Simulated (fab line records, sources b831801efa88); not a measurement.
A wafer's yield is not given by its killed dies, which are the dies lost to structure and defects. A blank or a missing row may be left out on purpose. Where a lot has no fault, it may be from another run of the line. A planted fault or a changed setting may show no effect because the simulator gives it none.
Problem report in the 8D (eight disciplines) form, filled by code / flow sfq-line / the parts of the form that need people (team, actions taken, sign-off) are left out

== 1. WHAT IS WRONG ==
oes-product-au at SFQ_TRILAYER_C5_ETCH_VIA_ETCH_154 reads a mean of 0.949 a.u. on 2 wafers of 2 lots; wafers without a fault read 0.896 a.u. with a standard deviation of 0.0091. That is +5.8 standard deviations from the usual mean.
The step: etches SiO2 in CHF3, stops on Nb, target depth 84 nm.
First seen on wafer L611.4, day 73 01:19, on rie-diel-03. Wafers with a number at this step in the record: 41, from 14 lots. The rule behind "out" and "out of limits": a value lying over 4 standard deviations away from the usual mean. Any other wafer with a number is counted as sound.

== 2. WHAT IT IS; WHAT IT IS NOT ==
question=which readings at this step | is=oes-product-au | is not=drypump-motor-current-A
question=which lots | is=L611, L617 | is not=L600, L601, L602, L603, L604, L605, L606, L607, L618, L620, L621, L623
question=which wafers of those lots | is=L611.4, L617.4 | is not=L611.2, L611.3, L617.5
question=read on which tools | is=rie-diel-03 | is not=rie-diel-01, rie-diel-02
question=when | is=from day 73 01:19 | is not=up to then (26 sound wafers); but 13 sound wafers of L617, L618, L620, L621, L623 came after

== 3. WHAT RULES OUT EACH SUSPECT ==
Counting: if a tool at a process step up to the reading ran every lot that is out, it stays a suspect. Sound lots after the first of them don't rule it out here, since some wafers of a struck lot are sound.
- pecvd-01 at SFQ_TRILAYER_A5C_DEP_PECVD_142 (deposits SiO2 from SiH4/N2O, time 15.556 s, target thk 70 nm): kept. It ran every lot that is out, first L611 (day 68 22:24); its last sound lot up to then is L606 (day 62 07:53).
- rie-diel-03 at SFQ_TRILAYER_C5_ETCH_VIA_ETCH_154 (etches SiO2 in CHF3, stops on Nb, target depth 84 nm): kept. It ran every lot that is out, first L611 (day 73 01:19); its last sound lot up to then is L607 (day 70 18:28). Its own oes-product-au readings are out on those wafers.
- Within rie-diel-03 at SFQ_TRILAYER_C5_ETCH_VIA_ETCH_154: the wafers that are out ran in chambers 0, 3; their sound lot-mates ran in chambers 1, 2.
What counting leaves: pecvd-01 at SFQ_TRILAYER_A5C_DEP_PECVD_142 and rie-diel-03 at SFQ_TRILAYER_C5_ETCH_VIA_ETCH_154.

== 4. THE CAUSE (what the simulator had put in) ==
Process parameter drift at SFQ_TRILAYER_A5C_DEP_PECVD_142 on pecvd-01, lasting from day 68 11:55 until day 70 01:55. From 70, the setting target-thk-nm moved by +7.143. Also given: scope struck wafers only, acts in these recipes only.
Counting leaves 2 suspects; this tool is one of them.

== 5. THE EFFECT CHAIN, in route order ==
Each row: a reading where the mean over the struck wafers with a number is more than 3 standard deviations away from the usual. Only readings whose record carries a usual standard deviation are examined. hours: median over the lots of the time between each lot's start at the first step of this table that gives one and its start at this step. sigmas: the change, counted in usual standard deviations.
hours=0; step=SFQ_TRILAYER_C5_ETCH_VIA_ETCH_154; reading=oes-product-au; usual=0.896 a.u.; on struck wafers=0.949; change=+0.053; sigmas=+5.8
Here are the process steps it includes:
- SFQ_TRILAYER_C5_ETCH_VIA_ETCH_154: etches SiO2 in CHF3, stops on Nb, target depth 84 nm.

== 6. WHAT WOULD HAVE CAUGHT IT SOONER ==
In this record the first reading out of limits was taken at day 73 01:19, 109 hours after the fault began at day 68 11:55.
Of the tool readings at SFQ_TRILAYER_A5C_DEP_PECVD_142 for which the record gives a usual standard deviation, none was out on any struck wafer, so an alarm limit of 4 standard deviations on them would not have fired.
The start of SFQ_TRILAYER_A5C_DEP_PECVD_142 on pecvd-01 came by day 73 01:19 for every one of the lots that are out (2). Tool hold at that time: it would have spared none of them.
